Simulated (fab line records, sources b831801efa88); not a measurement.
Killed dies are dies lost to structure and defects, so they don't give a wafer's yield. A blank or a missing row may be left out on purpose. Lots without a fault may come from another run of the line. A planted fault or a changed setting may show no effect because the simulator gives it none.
Which tool did it? | flow gf180mcu | 11 lots, 33 wafers sampled, at 4 steps of a route of 602

WHAT THE GAUGES READ, wafer by wafer
GF_PSD_TW_MEAS_11.
lot  | measured     | on            | PSD_TW
L338 | day 14 14:59 | film_metro-04 | 3156 3150 3137
L340 | day 15 06:56 | film_metro-03 | 3196 3208 3211
L341 | day 15 17:40 | film_metro-01 | 3137 3128 3147
L343 | day 16 08:39 | film_metro-04 | 3167 3173 3167
L344 | day 16 19:24 | film_metro-04 | 2848 2867 2867
L346 | day 17 10:16 | film_metro-04 | 2824 2821 2831
L353 | day 20 03:50 | film_metro-04 | 3171 3156 3156
L354 | day 20 08:39 | film_metro-01 | 3174 3165 3177
L355 | day 20 23:49 | film_metro-04 | 3164 3168 3167
L358 | day 21 17:35 | film_metro-04 | 3153 3151 3155
L360 | day 22 14:06 | film_metro-04 | 3142 3180 3166

WHICH TOOL RAN EACH LOT (tool, then ch and the chambers of the sampled wafers, then the start)
lot  | GF_STI_STRIP_15                     | GF_PSD_IMPLANT_09               | GF_PSD_STRIP_10
L338 | plasma_asher-02 ch 0, day 2 08:01   | implanter-04 ch 0, day 14 14:45 | plasma_asher-02 ch 0,1, day 14 14:53
L340 | plasma_asher-01 ch 0,1, day 2 16:13 | implanter-02 ch 0, day 15 06:41 | plasma_asher-02 ch 0,1, day 15 06:50
L341 | plasma_asher-04 ch 0,1, day 2 22:43 | implanter-02 ch 0, day 15 17:26 | plasma_asher-02 ch 0,1, day 15 17:33
L343 | plasma_asher-04 ch 0,1, day 3 09:07 | implanter-02 ch 0, day 16 08:24 | plasma_asher-01 ch 0,1, day 16 08:33
L344 | plasma_asher-04 ch 0,1, day 3 14:22 | implanter-02 ch 0, day 16 19:09 | plasma_asher-03 ch 0,1, day 16 19:18
L346 | plasma_asher-01 ch 0,1, day 4 00:10 | implanter-02 ch 0, day 17 10:02 | plasma_asher-03 ch 0, day 17 10:09
L353 | plasma_asher-02 ch 0,1, day 5 12:52 | implanter-03 ch 0, day 20 03:35 | plasma_asher-01 ch 0,1, day 20 03:43
L354 | plasma_asher-02 ch 0,1, day 5 16:49 | implanter-04 ch 0, day 20 08:24 | plasma_asher-01 ch 0,1, day 20 08:33
L355 | plasma_asher-02 ch 0,1, day 5 23:45 | implanter-04 ch 0, day 20 23:36 | plasma_asher-01 ch 0,1, day 20 23:44
L358 | plasma_asher-01 ch 0,1, day 6 14:07 | implanter-02 ch 0, day 21 17:20 | plasma_asher-02 ch 0,1, day 21 17:29
L360 | plasma_asher-01 ch 0,1, day 7 01:04 | implanter-03 ch 0, day 22 13:51 | plasma_asher-03 ch 0,1, day 22 14:00
- GF_STI_STRIP_15: strips in O2/N2.
- GF_PSD_IMPLANT_09
- GF_PSD_STRIP_10: strips in O2/N2.

THE ANSWER, worked out from the rows above alone
Rule: what is usual is taken from the lots themselves. Put in order of their means at a reading, lots are off if they are a third of the lots or fewer, leave a main group of 4 or more, and stand apart from it by a gap of 3 or more times the standard deviation of the main group's means; of several such gaps the widest counts. A main group whose means are all the same, to the digits that the tables above print for the reading, isn't used. A lot without any number at a reading at which 4 lots or more have one is off too. The other lots that the step has rows for count as sound.
Off: L344, L346, at GF_PSD_TW_MEAS_11 (PSD_TW). The main group: mean 3164, standard deviation 18.
A tool fits if, at a process step before that reading, it ran every lot that is off, and no sound lot after the first of them. The gauges at GF_PSD_TW_MEAS_11 are tried like those tools. None of those tried fits.

WHAT THE SIMULATOR HAD PUT IN
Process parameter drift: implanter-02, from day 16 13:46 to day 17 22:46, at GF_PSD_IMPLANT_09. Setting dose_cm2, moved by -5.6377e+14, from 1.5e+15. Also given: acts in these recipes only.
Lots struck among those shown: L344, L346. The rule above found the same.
